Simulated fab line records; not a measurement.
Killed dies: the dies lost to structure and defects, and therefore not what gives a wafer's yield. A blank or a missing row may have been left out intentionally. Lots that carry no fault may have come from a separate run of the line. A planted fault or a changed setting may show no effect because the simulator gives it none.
Matching of chambers -- flow gf180mcu -- GF_V2_ETCH_16 on rie diel-01 has 4 sister chambers
The step etches BARC in N2/H2. 8 wafers are shown with their chamber, then 11 later ones without.

== EACH WAFER AND ITS CHAMBER ==
wafer,chamber,drypump motor current A (A),throttle valve pct (%)
L082.2,2,5.7,13.237
L084.2,1,5.3,13.220
L084.3,3,6.0,13.229
L084.6,3,6.0,13.213
L086.2,0,5.0,13.227
L086.3,1,5.4,13.242
L086.6,2,5.6,13.219
L087.1,0,5.0,13.207

== WAFERS WITHOUT THEIR CHAMBER ==
wafer,drypump motor current A (A),throttle valve pct (%)
L087.2,5.4,13.221
L087.6,6.0,13.220
L090.1,5.4,13.233
L090.5,5.0,13.211
L090.6,5.4,13.222
L094.1,6.0,13.217
L094.2,5.4,13.218
L094.6,5.3,13.223
L096.3,5.3,13.235
L096.5,5.7,13.231
L096.6,5.3,13.227

== EACH ONE'S CHAMBER ==
wafer,from the rows above,in truth
L087.2,1,1
L087.6,3,3
L090.1,1,1
L090.5,0,0
L090.6,1,1
L094.1,3,3
L094.2,1,1
L094.6,1,1
L096.3,1,1
L096.5,2,2
L096.6,1,1
Placed correctly: 11 of 11. From these rows, 0 cannot be placed. 0 placed wrongly.
How it was worked out, from the rows above alone: a wafer's distance from a chamber is the root of the sum, over the readings, of the square of ((its reading less the chamber's mean) divided by the reading's scatter). If the next closest chamber is less than 2 further off than the closest, the wafer can't be placed; otherwise it belongs to the closest. A chamber's mean is the mean of its shown wafers. The scatter: the root of (the sum of the squares of (reading less its chamber's mean) over the shown wafers, divided by (wafers less chambers)).
